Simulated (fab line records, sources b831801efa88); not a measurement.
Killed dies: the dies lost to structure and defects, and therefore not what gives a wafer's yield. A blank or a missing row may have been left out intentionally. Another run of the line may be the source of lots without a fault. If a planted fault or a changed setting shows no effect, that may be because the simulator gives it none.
fab line records | flow sky130 | part 2 of 2: steps 31 to 42 of 42
[record] lots = 5 | wafers = 15 | last-day = 49
route steps=708 shown SD_N@355 SD_P@359 RES_XHIGH@360 SALICIDE@361 LI_CONTACT@362 LOCAL_INTERCONNECT@387
lots that met no fault: from a run of the same line without faults
start-h: the number of hours between the record's first day and the start of the first shown wafer of the lot | wait-h: hours elapsed since this lot's preceding step | " identical to the entry in the row above | L1.1+2: a row that stands for several wafers | - value missing, or start not given | * or withheld: withheld | < > ~ a bound
route shown NAME@n: NAME is a module with steps in the file, n the number in the route of the first one | usual: mean and standard deviation over wafers with no fault | same: alike in all rows | chamber/n: place in a boat | sites: per-site readings | _std_site: how widely they spread, as a standard deviation | _edge_site: the outer-site mean with the inner-site mean subtracted | radius-mm: for every site, how far away it sits from the centre of the wafer | mask NAME#n: copy n | behind: tool/chamber where the wafer was last shaped | hold: what put the lot on hold/how long, in hours/how the hold closed | device: transistor that didn't switch, given as n, p or np | end of line: the route-end tests of the same wafers | a step with no rows: only its recipe | killed: dies that structure and defects cost at the first sort, which is not the same as the wafer's yield | map: a wafer's dies, x killed, . not, _ none there
set.NAME: the setting the step ran with; set.NAME@STEP: the setting that earlier step ran with | model.NAME: the simulator's own value behind a step, which no gauge read
lots seen at some steps along the route; tables by step, rows by wafer
services: the hour from which a tool's chamber was out of use, counted from the record's first day as start-h (under 0 if before that day), plus the number of hours and why
[[steps]]
[step SKY_LI_CONTACT_CMP_24]
[recipe] stop-on = PSG | t-overpolish-s = 20 | down-force-psi = 3.5 | platen-rpm = 60 | target-thk-nm = 0 | pad-velocity-m-s = 0.94248
[usual] head-pressure-psi = 3.500/0.008 | motor-current-A = 10.2/0.98 | overpolish-run-s = 20.000/0.0087 | retaining-ring-pressure-frac = 0.999/0.0049 | time-to-endpoint-s = 97/3.7
lot.wafer | tool   | chamber | start-h | wait-h | head-pressure-psi | motor-current-A | overpolish-run-s | retaining-ring-pressure-frac | time-to-endpoint-s
L080.3    | cmp-02 | 0       | 736.11  | 0.1    | 3.489             | 9.8             | 19.982           | 0.992                        | 96
L080.2    | "      | 1       | "       | "      | 3.487             | 11.7            | 20.005           | 1.002                        | 96
L080.6    | "      | 3       | "       | "      | 3.494             | 9.6             | 19.993           | 0.998                        | 103
L081.3    | cmp-02 | 0       | 741.88  | 0.1    | 3.507             | 9.5             | 20.008           | 1.003                        | 91
L081.5    | "      | 3       | "       | "      | 3.509             | 9.8             | 19.999           | 1.012                        | 103
L081.6    | "      | 0       | "       | "      | 3.488             | 9.8             | 20.011           | 0.998                        | 96
L082.1    | cmp-01 | 0       | 746.74  | 0.1    | 3.491             | 9.2             | 20.001           | 0.999                        | 97
L082.4    | "      | 1       | "       | "      | 3.506             | 11.5            | 20.019           | 0.996                        | 100
L082.3    | "      | 3       | "       | "      | 3.507             | 8.6             | 20.014           | 0.986                        | 95
L086.4    | cmp-01 | 1       | 787.90  | 0.0    | 3.509             | 11.2            | 19.997           | 0.994                        | 95
L086.3    | "      | 3       | "       | "      | 3.509             | 9.5             | 19.997           | 1.004                        | 95
L086.6    | "      | 2       | "       | "      | 3.498             | 9.4             | 20.000           | 0.999                        | 100
L091.4    | cmp-02 | 3       | 819.17  | 0.1    | 3.502             | 9.7             | 20.018           | 0.997                        | 102
L091.1    | "      | 0       | "       | "      | 3.505             | 10.4            | 19.982           | 0.996                        | 96
L091.5    | "      | 2       | "       | "      | 3.496             | 10.8            | 19.992           | 1.001                        | 99
[step SKY_LOCAL_INTERCONNECT_SPUTTER_00]
[recipe] material = TiN | target-thk-nm = 100 | temp-c = 300 | power-w = 6500 | time-s = 83.3 | chamber-pressure-pa = 0.4
[usual] substrate-temp-c = 300.01/0.2 | throttle-valve-pct = 30.6/1
lot.wafer | tool           | chamber | start-h | wait-h | substrate-temp-c | throttle-valve-pct
L080.2    | pvd-sputter-02 | -       | 736.36  | 0.1    | 300.22           | 29.9
L080.3    | "              | -       | "       | "      | 299.77           | 29.2
L080.6    | "              | -       | "       | "      | 300.19           | 29.5
L081.3    | pvd-sputter-02 | -       | 742.13  | 0.2    | 300.05           | 29.3
L081.5    | "              | -       | "       | "      | 299.94           | 29.6
L081.6    | "              | -       | "       | "      | 300.16           | 31.1
L082.1    | pvd-sputter-03 | -       | 747.04  | 0.2    | 300.23           | 32.0
L082.3    | "              | -       | "       | "      | 299.95           | 32.2
L082.4    | "              | -       | "       | "      | 300.29           | 32.2
L086.3    | pvd-sputter-01 | -       | 788.20  | 0.1    | 299.91           | 29.0
L086.4    | "              | -       | "       | "      | 299.64           | 31.5
L086.6    | "              | -       | "       | "      | 300.13           | 31.5
L091.1    | pvd-sputter-03 | -       | 819.42  | 0.1    | 300.25           | 31.9
L091.4    | "              | -       | "       | "      | 300.12           | 30.5
L091.5    | "              | -       | "       | "      | 300.11           | 31.8
[step SKY_LOCAL_INTERCONNECT_RS_MEAS_01]
[recipe] thk-meas-gauge = four-point-probe | reads = TiN_of_LOCAL_INTERCONNECT_SPUTTER_00
[usual] LOCAL_INTERCONNECT_TIN_RS = 14.11/0.15
lot.wafer | tool          | chamber | start-h | wait-h | LOCAL_INTERCONNECT_TIN_RS[ohm/sq]
L080.2    | film-metro-01 | -       | 736.44  | 0.1    | 14.16
L080.3    | "             | -       | "       | "      | 14.00
L080.6    | "             | -       | "       | "      | 14.15
L081.3    | film-metro-01 | -       | 742.23  | 0.1    | 14.26
L081.5    | "             | -       | "       | "      | 14.11
L081.6    | "             | -       | "       | "      | 14.42
L082.1    | film-metro-04 | -       | 747.11  | 0.0    | 14.22
L082.3    | "             | -       | "       | "      | 13.99
L082.4    | "             | -       | "       | "      | 14.14
L086.3    | film-metro-03 | -       | 788.30  | 0.1    | 14.07
L086.4    | "             | -       | "       | "      | 13.93
L086.6    | "             | -       | "       | "      | 13.99
L091.1    | film-metro-01 | -       | 819.48  | 0.0    | 14.25
L091.4    | "             | -       | "       | "      | 14.18
L091.5    | "             | -       | "       | "      | 14.25
[step SKY_LOCAL_INTERCONNECT_THK_MEAS_02]
[recipe] thk-meas-gauge = xrf | reads = TiN_of_LOCAL_INTERCONNECT_SPUTTER_00
[usual] LOCAL_INTERCONNECT_TIN_THK = 99.2/1.3
lot.wafer | tool          | chamber | start-h | wait-h | LOCAL_INTERCONNECT_TIN_THK[nm]
L080.2    | film-metro-01 | -       | 736.55  | 0.1    | 98.4
L080.3    | "             | -       | "       | "      | 99.3
L080.6    | "             | -       | "       | "      | 98.3
L081.3    | film-metro-01 | -       | 742.33  | 0.1    | 97.5
L081.5    | "             | -       | "       | "      | 98.7
L081.6    | "             | -       | "       | "      | 96.7
L082.1    | film-metro-04 | -       | 747.23  | 0.1    | 98.8
L082.3    | "             | -       | "       | "      | 100.8
L082.4    | "             | -       | "       | "      | 99.0
L086.3    | film-metro-03 | -       | 788.40  | 0.1    | 100.1
L086.4    | "             | -       | "       | "      | 101.2
L086.6    | "             | -       | "       | "      | 100.9
L091.1    | film-metro-01 | -       | 819.60  | 0.1    | 97.2
L091.4    | "             | -       | "       | "      | 98.3
L091.5    | "             | -       | "       | "      | 97.3
[step SKY_LOCAL_INTERCONNECT_DEHYDRATE_03]
[recipe] temp-c = 200 | time-s = 60
lot.wafer  | tool           | chamber | start-h | wait-h
L080.2+3+6 | litho-track-03 | 0       | 749.25  | 12.7
L081.3+5+6 | litho-track-03 | 0       | 754.67  | 12.3
L082.1+3+4 | litho-track-03 | 0       | 760.47  | 13.2
L086.3+4+6 | litho-track-04 | 0       | 800.74  | 12.3
L091.1+4+5 | litho-track-01 | 0       | 832.39  | 12.8
[step SKY_LOCAL_INTERCONNECT_HMDS_04]
[recipe] prime-time-s = 60 | prime-temp-c = 120
lot.wafer  | tool           | chamber | start-h | wait-h
L080.2+3+6 | litho-track-03 | 0       | 749.40  | 0.1
L081.3+5+6 | litho-track-03 | 0       | 754.82  | 0.1
L082.1+3+4 | litho-track-03 | 0       | 760.62  | 0.1
L086.3+4+6 | litho-track-04 | 0       | 800.89  | 0.1
L091.1+4+5 | litho-track-01 | 0       | 832.54  | 0.1
[step SKY_LOCAL_INTERCONNECT_COAT_05]
[recipe] resist = BARC | temp-c = withheld | time-s = withheld | spin-rpm = 3000 | resist-thk-nm = 60
lot.wafer  | tool           | chamber | start-h | wait-h
L080.2+3+6 | litho-track-03 | 0       | 749.55  | 0.1
L081.3+5+6 | litho-track-03 | 0       | 754.97  | 0.1
L082.1+3+4 | litho-track-03 | 0       | 760.77  | 0.1
L086.3+4+6 | litho-track-04 | 0       | 801.04  | 0.1
L091.1+4+5 | litho-track-01 | 0       | 832.69  | 0.1
[step SKY_LOCAL_INTERCONNECT_COAT_06]
[recipe] resist = KrF-thick | spin-rpm = 3000 | resist-thk-nm = 450
lot.wafer  | tool           | chamber | start-h | wait-h
L080.2+3+6 | litho-track-03 | 0       | -       | -
L081.3+5+6 | litho-track-03 | 0       | -       | -
L082.1+3+4 | litho-track-03 | 0       | -       | -
L086.3+4+6 | litho-track-04 | 0       | -       | -
L091.1+4+5 | litho-track-01 | 0       | -       | -
[step SKY_LOCAL_INTERCONNECT_SOFTBAKE_07]
[recipe] temp-c = 100 | time-s = 90 | resist = KrF-thick
lot.wafer  | tool           | chamber | start-h | wait-h
L080.2+3+6 | litho-track-03 | 0       | -       | -
L081.3+5+6 | litho-track-03 | 0       | -       | -
L082.1+3+4 | litho-track-03 | 0       | -       | -
L086.3+4+6 | litho-track-04 | 0       | -       | -
L091.1+4+5 | litho-track-01 | 0       | -       | -
[step SKY_LOCAL_INTERCONNECT_EXPOSE_08]
[recipe] mask-id = LI1M | na = 0.8 | source-shape = annular | sigma-inner = 0.55 | sigma-outer = 0.85 | target-cd-nm = 170 | dose-mj = 28
lot.wafer  | tool           | chamber | start-h | wait-h | mask
L080.2+3+6 | krf-scanner-01 | 0       | -       | -      | LI1M#0
L081.3+5+6 | krf-scanner-02 | 0       | -       | -      | LI1M#0
L082.1+3+4 | krf-scanner-02 | 0       | -       | -      | LI1M#0
L086.3+4+6 | krf-scanner-02 | 0       | -       | -      | LI1M#0
L091.1+4+5 | krf-scanner-02 | 0       | -       | -      | LI1M#0
[step SKY_LOCAL_INTERCONNECT_PEB_09]
[recipe] peb-temp-c = withheld | peb-time-s = withheld | resist = KrF-thick
lot.wafer  | tool           | chamber | start-h | wait-h
L080.2+3+6 | litho-track-01 | 0       | -       | -
L081.3+5+6 | litho-track-03 | 0       | -       | -
L082.1+3+4 | litho-track-03 | 0       | -       | -
L086.3+4+6 | litho-track-03 | 0       | -       | -
L091.1+4+5 | litho-track-04 | 0       | -       | -
[step SKY_LOCAL_INTERCONNECT_DEVELOP_10]
[recipe] develop-time-s = 60 | resist = KrF-thick | dev-temp-c = 21
lot.wafer  | tool           | chamber | start-h | wait-h
L080.2+3+6 | litho-track-01 | 0       | -       | -
L081.3+5+6 | litho-track-03 | 0       | -       | -
L082.1+3+4 | litho-track-03 | 0       | -       | -
L086.3+4+6 | litho-track-03 | 0       | -       | -
L091.1+4+5 | litho-track-04 | 0       | -       | -
[[services]]
tool            | chamber | start-h | hours | kind
hdpcvd-02       | 0       | 686.93  | 3.9   | repair
plasma-asher-01 | -       | 690.61  | 2.8   | pm
pvd-sputter-04  | -       | 713.84  | 3.0   | repair
rie-diel-04     | -       | 723.35  | 0.5   | repair
krf-scanner-02  | -       | 735.12  | 1.3   | pm
pvd-sputter-02  | -       | 736.49  | 1.7   | repair
cmp-02          | -       | 744.26  | 4.0   | pm
pvd-sputter-04  | -       | 753.35  | 3.0   | repair
cmp-02          | -       | 763.98  | 7.1   | repair
pvd-sputter-02  | -       | 764.27  | 1.9   | repair
cmp-02          | -       | 771.37  | 1.0   | repair
cmp-02          | -       | 776.88  | 11.8  | repair
cmp-02          | -       | 783.87  | 12.0  | repair
krf-scanner-02  | -       | 792.12  | 0.8   | pm
cmp-01          | -       | 796.02  | 7.4   | pm
rie-diel-01     | 1       | 805.35  | 5.7   | repair
plasma-asher-01 | -       | 811.63  | 5.2   | repair
cmp-02          | -       | 812.85  | 1.7   | repair
plasma-asher-01 | -       | 813.31  | 1.7   | repair
cmp-02          | -       | 814.53  | 3.2   | pm
cmp-02          | -       | 819.42  | 8.4   | pm
krf-scanner-02  | -       | 820.62  | 1.0   | pm
cmp-01          | -       | 832.54  | 1.8   | repair
cmp-01          | -       | 837.20  | 4.2   | pm
